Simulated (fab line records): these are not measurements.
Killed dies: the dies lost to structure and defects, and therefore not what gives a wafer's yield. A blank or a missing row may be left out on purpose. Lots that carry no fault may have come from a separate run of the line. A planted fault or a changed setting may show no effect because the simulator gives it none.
Comparing a struck lot with a sound one -- flow sky130 -- 22 steps out of a route of 708
Sound: wafers L656.1, L656.4, L656.5. Wafers struck: L659.1, L659.4, L659.5. Last of all comes the cause.
Each step with rows lists, per side, the tool, then ch with its chambers, then its first start. Under that, the readings that differ: sound wafers -- struck wafers -- difference of the means -- sigmas: that difference in standard deviations of wafers without a fault.
alike: words and numbers the same on both sides, and readings whose means are apart by under 2 such deviations; not compared: readings that were withheld, readings missing a value for some wafer, numbers with overlapping values and no deviation given by the record, and bounds like >300 which may hide the same value.
The two part at a step that has a row with sigmas, a row that says differs or no value, or rows on one side only. Numbers that have no deviation but don't overlap get no sigmas and don't part them. Lack of a reading on every wafer of one side parts them only where that side has two or more wafers.

SKY_METAL2_SPUTTER_00: material Ti, target thk 15 nm, time 10 s.
  sound on pvd sputter-04 at day 37 12:42; struck on pvd sputter-02 at day 38 03:52
  alike: throttle valve pct
SKY_METAL2_SPUTTER_01: material TiN, target thk 20 nm, time 16.7 s.
  sound on pvd sputter-04 at day 37 12:43; struck on pvd sputter-02 at day 38 03:53
  alike: throttle valve pct
SKY_METAL2_SPUTTER_02: material AlCu, target thk 250 nm, time 13.3 s.
  sound on pvd sputter-04 at day 37 12:44; struck on pvd sputter-02 at day 38 03:55
  alike: throttle valve pct
then, 2 steps without rows for these wafers: SKY_METAL2_SPUTTER_03 (material Ti, target thk 5 nm, time 3.3 s); SKY_METAL2_SPUTTER_04 (material TiN, target thk 70 nm, time 58.3 s).
SKY_METAL2_RS_MEAS_05: uses a four-point probe to measure.
  sound on film metro-01 at day 37 12:50; struck on film metro-04 at day 38 04:00
  alike: METAL2_ALCU_RS
SKY_METAL2_THK_MEAS_06: measures by xrf.
  sound on film metro-01 at day 37 12:58; struck on film metro-04 at day 38 04:07
reading,sound,struck,difference,sigmas
METAL2_ALCU_THK (nm),239.6 238.8 238.9,246.8 244.0 244.0,+5.8,+2
then, 5 steps without rows for these wafers: SKY_METAL2_DEHYDRATE_07 (time 60 s); SKY_METAL2_HMDS_08 (prime time 60 s); SKY_METAL2_COAT_09 (resist thk 60 nm); SKY_METAL2_COAT_10 (resist thk 450 nm); SKY_METAL2_SOFTBAKE_11 (time 90 s).
SKY_METAL2_EXPOSE_12: exposes mask MM2, target cd 140 nm.
  sound on krf scanner-01 ch 0, day 38 01:55; struck on krf scanner-02 ch 0, day 38 17:05
reading,sound,struck,difference,sigmas
exposure dose mJ cm2,27.958 27.964 27.936,27.023 27.028 27.077,-0.910,-31
  alike: mask
then, 2 steps without rows for these wafers: SKY_METAL2_PEB_13; SKY_METAL2_DEVELOP_14 (develop time 60 s).
SKY_METAL2_CD_MEAS_15: the cd target is 140 nm.
  sound on cd sem-02 at day 38 14:35; struck on cd sem-01 at day 39 04:17
reading,sound,struck,difference,sigmas
cd nm (nm),139.8 141.3 141.3,146.8 146.0 147.4,+5.9,+4
SKY_METAL2_OVL_MEAS_16:
  sound on overlay-01 at day 38 14:43; struck on overlay-01 at day 39 04:24
  alike: METAL2_OVL
SKY_METAL2_DESCUM_17: chemistry O2, time 8 s.
  sound on rie metal-02 ch 0,1, day 38 14:45; struck on rie metal-04 ch 0,1, day 39 04:26
reading,sound,struck,difference,sigmas
model.METAL2.cd nm (nm),139.4 141 141.1,147.2 146.6 147.3,+6.5,
  alike: drypump motor current A, oes product au
  not compared: rf hours counter h
SKY_METAL2_ETCH_18: etches BARC in N2/H2, stops on SiO2, time 45.9 s, target depth 60 nm.
  sound on rie metal-02 ch 0,1, day 38 14:47; struck on rie metal-04 ch 0,1, day 39 04:28
  alike: drypump motor current A, oes product au, throttle valve pct
  not compared: rf hours counter h
SKY_METAL2_METAL_ETCH_19: etches the open film in Cl2/BCl3, stops on SiO2, target depth 360 nm, time 78 s.
  sound on rie metal-02 ch 0,1, day 38 14:50; struck on rie metal-04 ch 0,1, day 39 04:32
reading,sound,struck,difference,sigmas
model.METAL2.cd nm (nm),138.2 144.3 140.3,149.9 148.6 148,+7.9,
  alike: drypump motor current A, oes product au, throttle valve pct
  not compared: rf hours counter h
SKY_METAL2_STRIP_20: strips in O2/N2.
  sound on plasma asher-01 ch 0,1, day 38 14:56; struck on plasma asher-01 ch 0, day 39 04:37
  alike: drypump motor current A, o2 flow sccm, oes product au, strip time to endpoint s
  not compared: rf hours counter h
-- the record jumps here: 10 days lie between the struck wafers' starts before and after (it left off in module METAL2 and takes up again in module PAD_OPEN, whose first step shown is number 708 of the route) --
SKY_PAD_OPEN_PROBE_99:
  sound on prober-02 at day 48 09:25; struck on prober-01 at day 48 21:46
reading,sound,struck,difference,sigmas
model.etest.met2.width nm (nm),139.9 143.9 142.3,153.3 150 147.2,+8.1,
model.etest.met2.line ohm um,0.9314 0.9065 0.9021,0.8302 0.8592 0.8659,-0.0616,
  alike: defect limited yield, killed_at_M0_to_M3, killed_at_M4_up, killed at contacts, killed at front end, killed at other, killed dies, killed on rim, killed open, killed short, sort_bin_3_pad_short, sort_bin_5_function, sort_bin_6_memory, sort n pass, sort yield pct

## WHERE THEY PART
Earliest at SKY_METAL2_THK_MEAS_06; latest, in this record, at SKY_METAL2_CD_MEAS_15. Later steps at which nothing parts them and some readings are alike: SKY_METAL2_OVL_MEAS_16, SKY_METAL2_DESCUM_17, SKY_METAL2_ETCH_18, SKY_METAL2_METAL_ETCH_19, SKY_METAL2_STRIP_20, SKY_PAD_OPEN_PROBE_99.

WHY: the cause the simulator had injected
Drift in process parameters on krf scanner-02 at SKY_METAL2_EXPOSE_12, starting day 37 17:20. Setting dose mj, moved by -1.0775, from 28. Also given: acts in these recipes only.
